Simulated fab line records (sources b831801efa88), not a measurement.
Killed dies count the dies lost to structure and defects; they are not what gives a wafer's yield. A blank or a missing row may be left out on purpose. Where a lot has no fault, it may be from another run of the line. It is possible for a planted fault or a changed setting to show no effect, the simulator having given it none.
One fault through the eyes of 2 desks | flow gf180mcu | numbers are kept per desk, each desk with only its own; the story behind them comes last

== THE METROLOGY DESK ==
Means of the sampled wafers that have a number, per lot and without regard to the tool the lot ran on: this is what the gauges read. Any lot whose mean is over 4 standard deviations away from the usual mean is out of limits and marked OUT; that distance is given in the brackets.
Columns: A = cdNm at GF_M2_CD_MEAS_14, usual 279.8 nm; B = V2_BOW at GF_V2_BOW_MEAS_05, usual 100 um
lot  | first seen here | A     | B
L955 | day 19 12:16    | 280.5 | 108
L957 | day 20 00:46    | 278.7 | 95
L958 | day 20 11:28    | 278.6 | 103
L959 | day 20 17:42    | 281.5 | 102
L960 | day 21 06:20    | 279.7 | 103
L961 | day 21 13:55    | 279.4 | 100
L969 | day 24 12:35    | 278.1 | 109
L971 | day 25 02:05    | 280.5 | 90
L972 | day 25 16:06    | 278.8 | 95
L973 | day 25 18:56    | 280.6 | 99
L975 | day 26 11:04    | 277.5 | 96
L977 | day 26 22:20    | 281.0 | 103
L978 | day 27 06:57    | 279.6 | 98
This desk's finding: nothing out of limits on any of the 13 lots.

== DESK OF THE TOOL OWNER: lithoTrack-03 ==
At GF_V2_SOFTBAKE_10 (time 60 s), the tool's own readings, given per lot that ran on this tool as the mean of the sampled wafers with a number. Any lot whose mean is over 4 standard deviations away from the usual mean is out of limits and marked OUT; that distance is given in the brackets.
Columns: A = chillPlateTempC at GF_V2_SOFTBAKE_10, usual 22.98 C; B = heaterPowerTotalW at GF_V2_SOFTBAKE_10, usual 93.05 W; C = plateTempC at GF_V2_SOFTBAKE_10, usual 130.00 C; D = resistLineTempC at GF_V2_SOFTBAKE_10, usual 23.03 C; E = runLengthS at GF_V2_SOFTBAKE_10, usual 89.07 s
lot  | first seen here | A     | B               | C      | D     | E
L958 | day 21 01:00    | 22.81 | 93.05           | 129.95 | 23.06 | 88.82
L959 | day 21 07:00    | 22.93 | 97.26 (+76) OUT | -      | 22.98 | 81.05 (-35) OUT
L960 | day 21 19:00    | 23.10 | 97.19 (+75) OUT | -      | 23.14 | 80.97 (-35) OUT
L972 | day 26 04:00    | 23.00 | 92.99           | 129.98 | 22.96 | 88.75
L973 | day 26 06:00    | 23.01 | 93.02           | 129.93 | 23.04 | 88.84
L975 | day 26 23:00    | 23.02 | 93.02           | 129.97 | 23.11 | 88.75
This desk's verdict: out of limits on L959, L960, starting with L959 at day 21 07:00 (heaterPowerTotalW at GF_V2_SOFTBAKE_10). L958, L972, L973, L975: within limits.

== BROUGHT TOGETHER ==
On L959, L960, at day 21 07:00, an alarm was possible from the tool owner's desk.
From the metrology desk's view, nothing was out of limits.
The metrology desk holds a record of L959, L960, inside its limits.
All the named lots went through GF_V2_SOFTBAKE_10 on lithoTrack-03.

== WHAT THE SIMULATOR PUT IN ==
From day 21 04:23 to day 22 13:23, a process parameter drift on lithoTrack-03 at GF_V2_SOFTBAKE_10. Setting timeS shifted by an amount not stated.
Shown lots that were struck: L959, L960.
Hours from the fault's start to each desk's first reading out of limits: the tool owner's desk, 3.
